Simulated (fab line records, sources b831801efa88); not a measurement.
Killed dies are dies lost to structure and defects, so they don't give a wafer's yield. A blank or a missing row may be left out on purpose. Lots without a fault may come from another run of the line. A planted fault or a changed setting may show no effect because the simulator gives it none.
fab line records | flow sky130
record lots=13 wafers=39 last_day=50
route steps=708 shown SONOS_ONO@185 PAD_OPEN@708
lots that met no fault: from a run of the same line without faults
start_h: hours from the record's first day to the start of the lot's first wafer shown | wait_h: hours since the lot's step before | " the same as in the row above | L1.1+2: a row that stands for several wafers | - no value, or no start given | * or withheld: withheld | < > ~ a bound
route shown NAME@n: a module of which the file shows steps, and the number in the route of the first | usual: mean/standard deviation of fault-free wafers | same: alike in all rows | chamber/n: place in a boat | sites: the reading at each site | _std_site: their standard deviation | _edge_site: outer sites' mean less inner sites' | radius_mm: how far each site lies from the wafer's centre | mask NAME#n: copy n | behind: the tool/chamber that last shaped the wafer | hold: why the lot was held/for how many hours/how that ended | device: the transistor (n, p or np) that didn't switch | end of line: the same wafers' tests at the end of the route | a step without rows: its recipe alone | killed: dies lost to structure and defects at the first sort, not the wafer's yield | map: a wafer's dies, x killed, . not, _ none there
set.NAME: the setting as run; set.NAME@STEP: as run at that earlier step | model.NAME: the simulator's own value behind a step, which no gauge read
steps of the route over a sample of lots; a table a step, a row a wafer
services: from which hour (start_h, from the record's first day; less than 0 if before it) a tool's chamber was out of use, for how many hours, and why
## steps
# step SKY_SONOS_ONO_STRIP_17
# recipe chemistry=O2/N2 power_w=1400 pressure_mtorr=1500 platen_temp_c=withheld o2_flow_sccm=3000 n2_flow_sccm=300 overash_fraction=0.5
# usual drypump_motor_current_A=5.6/0.48 oes_product_au=0.710/0.0046 strip_time_to_endpoint_s=14.09/0.053
# columns lot.wafer tool chamber start_h wait_h drypump_motor_current_A oes_product_au rf_hours_counter_h strip_time_to_endpoint_s
L391.2 plasma_asher-01 1 282.19 0.0 5.3 0.708 48 14.13
L391.5 " 0 " " 6.6 0.708 - 14.16
L391.6 " 1 " " 5.3 0.717 - 14.17
L393.3 plasma_asher-01 0 292.98 0.0 6.6 0.708 - 14.10
L393.4 " 1 " " 5.3 0.705 - 14.06
L393.5 " 0 " " 6.6 0.710 - 14.02
L392.1 plasma_asher-04 0 297.08 0.0 5.4 0.701 58 13.97
L392.2 " 1 " " 5.7 0.709 58 13.98
L392.5 " 0 " " 5.4 0.704 - 13.98
L395.1 plasma_asher-04 1 319.01 0.0 5.7 0.708 61 14.07
L395.4 " 1 " " 5.6 0.709 - 14.07
L395.6 " 0 " " 5.4 0.710 - 14.07
L396.1 plasma_asher-01 0 320.32 0.0 6.6 0.713 52 14.08
L396.2 " 1 " " 5.3 0.704 52 14.07
L396.3 " 0 " " 6.6 0.708 - 14.07
L397.3 plasma_asher-04 0 335.59 0.0 5.4 0.706 - 14.11
L397.4 " 1 " " 5.7 0.709 - 14.13
L397.6 " 1 " " 5.6 0.713 - 14.14
L402.2 plasma_asher-01 0 373.88 0.0 6.6 0.906 57 -
L402.3 " 1 " " 5.3 0.903 - -
L402.4 " 0 " " 6.5 0.907 - -
L408.2 plasma_asher-04 1 418.27 0.0 5.7 0.722 70 14.13
L408.5 " 0 " " 5.4 0.704 - 14.16
L408.6 " 1 " " 5.6 0.710 - 14.16
L409.1 plasma_asher-01 1 424.33 0.0 5.3 0.705 63 14.15
L409.2 " 0 " " 6.6 0.709 63 14.15
L409.4 " 1 " " 5.3 0.704 - 14.14
L410.1 plasma_asher-03 0 428.91 0.0 5.2 0.711 32 14.07
L410.3 " 1 " " 5.5 0.710 - 14.05
L410.6 " 0 " " 5.2 0.715 - 14.12
L411.2 plasma_asher-01 1 451.74 0.0 5.3 0.708 66 14.07
L411.3 " 0 " " 6.6 0.710 - 14.08
L411.4 " 1 " " 5.3 0.707 - 14.10
L412.1 plasma_asher-01 1 463.27 0.0 5.3 0.717 67 14.10
L412.3 " 1 " " 5.3 0.707 - 14.08
L412.6 " 1 " " 5.3 0.701 - 14.13
L413.3 plasma_asher-03 1 463.87 0.0 5.5 0.710 - 14.05
L413.5 " 1 " " 5.5 0.715 - 14.06
L413.6 " 0 " " 5.2 0.717 - 14.07
# step SKY_PAD_OPEN_PROBE_99
# usual killed_at_M0_to_M3=44/7.9 killed_at_M4_up=3.1/1.9 killed_at_contacts=24/4.6 killed_at_front_end=16/4.9 killed_at_other=0.3/0.6 killed_dies=87/9.7 killed_on_rim=17/3.7 killed_open=48/7.2 killed_short=39/5.6
# same gross_dies=492 killed_at_back_side=0
# columns lot.wafer tool chamber start_h wait_h killed_at_M0_to_M3 killed_at_M4_up killed_at_contacts killed_at_front_end killed_at_other killed_dies killed_on_rim killed_open killed_short
L402.2 prober-01 - 1180.94 0.1 46 2 17 426 1 492 96 51 40
L402.3 prober-01 - 1180.99 0.2 48 4 31 407 2 492 96 67 37
L402.4 prober-01 - 1181.04 0.2 45 5 25 416 1 492 96 55 43
L408.2 prober-02 - 1190.78 0.1 38 3 20 7 1 69 14 35 33
L408.5 prober-02 - 1190.93 0.2 55 0 16 11 0 82 18 44 38
L408.6 prober-02 - 1190.98 0.2 54 4 16 9 1 84 17 41 43
# killed by level:class
L402.2 GATE_OXIDE:area_oxidation=400 VIA1:geometric_particle:open=14 VIA3:geometric_particle:open=10 FIELD_ISO:geometric_particle:short=7 POLY_GATE:geometric_particle:open=6 POLY_GATE:geometric_particle:short=6 CONTACT:geometric_particle:open=6 VIA1:geometric_particle:short=5
L402.3 GATE_OXIDE:area_oxidation=387 CONTACT:geometric_particle:open=13 VIA3:geometric_particle:open=11 VIA2:geometric_particle:open=9 LI_CONTACT:geometric_particle:open=8 VIA1:geometric_particle:open=8 VIA1:geometric_particle:short=6 POLY_GATE:geometric_particle:short=5
L402.4 GATE_OXIDE:area_oxidation=393 VIA1:geometric_particle:open=10 CONTACT:geometric_particle:open=9 VIA2:geometric_particle:open=9 LI_CONTACT:geometric_particle:open=7 VIA3:geometric_particle:open=7 METAL2:geometric_particle:short=6 POLY_GATE:geometric_particle:open=5
L408.2 VIA1:geometric_particle:open=11 LI_CONTACT:geometric_particle:open=7 VIA2:geometric_particle:open=7 CONTACT:geometric_particle:open=6 METAL1:geometric_particle:short=4 METAL2:geometric_particle:short=4 VIA3:geometric_particle:short=4 FIELD_ISO:geometric_particle:short=3
L408.5 METAL1:geometric_particle:short=8 VIA1:geometric_particle:open=8 VIA1:geometric_particle:short=7 VIA2:geometric_particle:open=7 METAL3:geometric_particle:short=6 CONTACT:geometric_particle:open=6 LI_CONTACT:geometric_particle:open=5 METAL1:geometric_particle:open=5
L408.6 VIA1:geometric_particle:open=14 METAL1:geometric_particle:short=9 METAL2:geometric_particle:short=6 CONTACT:geometric_particle:open=5 VIA2:geometric_particle:open=5 METAL4:geometric_particle:short=4 LI_CONTACT:geometric_particle:open=4 METAL3:geometric_particle:short=4
## services
# columns tool chamber start_h hours kind
plasma_asher-04 - 259.11 28.1 pm
plasma_asher-04 - 378.52 4.3 pm
plasma_asher-04 - 413.80 0.9 repair
plasma_asher-04 - 421.25 9.0 pm
plasma_asher-04 0 421.25 9.0 vent_cycle
plasma_asher-04 1 421.25 9.0 vent_cycle
plasma_asher-04 - 430.25 10.0 pm
plasma_asher-04 0 430.25 - clean
plasma_asher-04 1 430.25 - clean
plasma_asher-04 - 437.79 3.2 repair
## key
first_sign step=SKY_SONOS_ONO_STRIP_17 reading=oes_product_au direction=up sigmas=43 usual=0.710 struck=0.906
effect step=SKY_PAD_OPEN_PROBE_99 reading=killed_at_front_end direction=up sigmas=82 usual=16 struck=416
more_kills_born_at SKY_GATE_OXIDE_OXIDATION_01@furnace-01=1180
met_at SKY_SONOS_ONO_STRIP_17
struck_lots L402
later_rows_left_out L402.2,L402.3,L402.4
tester_left_out L402
onset_between 320.32 373.88
fault kind=strip_aborted tool=plasma_asher-01 chamber=- onset_h=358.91 steps=SKY_SONOS_ONO_STRIP_17 offset=0.74813 end_h=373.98
# tester_left_out: of these lots the tester's yield and bins aren't shown, on N5 and GAA mostly nor the transistor test; their killed dies are dies lost to structure and defects alone, not to doping, threshold or leakage, so they don't give the yield
# later_rows_left_out: the simulator's readings of these wafers behind a module that went badly wrong aren't trusted and aren't shown, but for the sort
